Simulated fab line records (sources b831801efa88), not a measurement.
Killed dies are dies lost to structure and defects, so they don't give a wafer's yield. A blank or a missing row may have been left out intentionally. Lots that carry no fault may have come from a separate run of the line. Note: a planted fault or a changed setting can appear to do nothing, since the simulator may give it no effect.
Chamber matching	flow sky130	SKY_CONTACT_CMP_27 on cmp-01 has 4 sister chambers
The step polishes, stops on SiO2, t overpolish 15 s, target thk 0 nm. 18 wafers are shown with their chamber, then 8 later ones without.

## WAFERS WITH THEIR CHAMBER
wafer	chamber	motorCurrentA (A)	timeToEndpointS (s)
L539.2	2	11.7	89
L539.3	0	9.9	90
L539.6	3	13.0	81
L541.3	2	11.3	82
L541.4	0	10.2	82
L541.5	1	11.2	82
L542.1	3	12.2	78
L542.2	2	11.5	86
L542.5	0	9.7	86
L548.2	3	13.0	72
L548.5	1	10.6	83
L549.2	1	11.0	94
L549.5	1	11.0	77
L549.6	0	9.7	98
L554.1	2	11.6	88
L554.5	2	12.0	87
L554.6	1	11.2	85
L557.2	0	10.5	92

SIGNATURES (means of the wafers above)
reading	chamber 0	chamber 1	chamber 2	chamber 3	scatter within a chamber
motorCurrentA	10.000	11.000	11.620	12.733	0.318
timeToEndpointS	89.60	84.20	86.40	77.00	5.16
Rule: for each reading, subtract the chamber's mean from the wafer's reading, divide by that reading's scatter and square the result; add these up over the readings and take the root, which gives the wafer's distance from the chamber. If the next closest chamber is less than 2 further off than the closest, the wafer can't be placed; otherwise it belongs to the closest. The scatter: take each reading less its chamber's mean, square it, sum over the shown wafers, divide by the number of wafers less the number of chambers, and take the root.

## WAFERS WITH NO CHAMBER GIVEN
wafer	motorCurrentA (A)	timeToEndpointS (s)
L557.3	12.1	92
L557.6	11.0	90
L558.3	11.2	85
L558.4	10.3	84
L558.5	13.1	81
L559.1	11.7	92
L559.3	10.3	85
L559.4	13.7	80

## THE CHAMBER EACH PASSED THROUGH
wafer	from the rows above	in truth
L557.3	can't be placed: 2 or 3 or 1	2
L557.6	can't be placed: 1 or 2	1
L558.3	can't be placed: 1 or 2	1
L558.4	can't be placed: 0 or 1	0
L558.5	3	3
L559.1	can't be placed: 2 or 1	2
L559.3	can't be placed: 0 or 1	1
L559.4	3	3
Correctly placed: 2 of 8. Cannot be placed on the basis of these rows: 6; the candidates contain the true chamber in 6. Wrongly placed: 0.
